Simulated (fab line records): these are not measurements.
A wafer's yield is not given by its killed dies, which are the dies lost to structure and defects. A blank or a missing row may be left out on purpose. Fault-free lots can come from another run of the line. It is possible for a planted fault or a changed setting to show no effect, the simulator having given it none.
The same fault as seen by 2 desks + flow gf180mcu + each desk holds nothing but its own numbers, with what lay behind them at the end

## FOR THE TOOL OWNER'S DESK: lithoTrack-03
Per lot that ran on this tool, the mean of the sampled wafers carrying a number, from the tool's own readings at GF_POLY_GATE_SOFTBAKE_06 (time 60 s). Any lot whose mean is over 4 standard deviations away from the usual mean is out of limits and marked OUT; that distance is given in the brackets.
Columns: A = runLengthS at GF_POLY_GATE_SOFTBAKE_06, usual 89.18 s
| lot  | first seen here | A               |
|------|-----------------|-----------------|
| L789 | day 9 03:00     | 89.28           |
| L791 | day 9 16:00     | 89.35           |
| L794 | day 10 13:00    | 89.34           |
| L801 | day 12 17:00    | 92.85 (+18) OUT |
| L802 | day 12 21:00    | 96.12 (+35) OUT |
This desk's finding: out of limits on L801, L802; first on L801, day 12 17:00 (runLengthS at GF_POLY_GATE_SOFTBAKE_06). In limits: L789, L791, L794.

## FROM THE METROLOGY DESK
Lot by lot, what the gauges showed, no matter which tool ran the lot: averages of those sampled wafers that carry a number. Any lot whose mean is over 4 standard deviations away from the usual mean is out of limits and marked OUT; that distance is given in the brackets.
Columns: A = INCOMING_BOW at GF_STI_BOW_MEAS_00, usual 0 um; B = VT_IMPLANT_03_OVL at GF_VT_IMPLANT_OVL_MEAS_40, usual -1.0 nm
| lot  | first seen here | A  | B    |
|------|-----------------|----|------|
| L789 | day 1 15:00     | -4 | 0.0  |
| L790 | day 1 20:01     | 0  | 0.3  |
| L791 | day 2 01:01     | -4 | -1.7 |
| L792 | day 2 06:00     | 1  | 2.1  |
| L794 | day 2 16:00     | 3  | -2.2 |
| L797 | day 3 07:00     | -0 | -0.5 |
| L801 | day 4 03:02     | -4 | -0.3 |
| L802 | day 4 08:01     | -4 | 1.0  |
| L803 | day 4 13:00     | 0  | -1.0 |
| L805 | day 4 23:00     | -1 | -2.8 |
| L807 | day 5 09:00     | -2 | -1.6 |
| L809 | day 5 19:00     | -4 | -2.1 |
| L810 | day 6 00:02     | -0 | -1.3 |
| L811 | day 6 05:00     | 5  | 1.1  |
Result from this desk: across the 14 lots, nothing is out of limits.

## TAKEN TOGETHER
An alarm could have come from the tool owner's desk at day 12 17:00, on L801, L802.
Nothing out of limits was seen by the metrology desk.
The metrology desk has L801, L802 on record, within its limits.
All the named lots went through GF_POLY_GATE_SOFTBAKE_06 on lithoTrack-03.

## WHAT THE SIMULATOR HAD PUT IN
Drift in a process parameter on lithoTrack-03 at GF_POLY_GATE_SOFTBAKE_06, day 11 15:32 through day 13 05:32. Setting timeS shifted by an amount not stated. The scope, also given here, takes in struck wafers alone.
Struck lots among those shown: L801, L802.
Delay in hours, fault start to first out-of-limits reading, by desk: the tool owner's desk at 25.
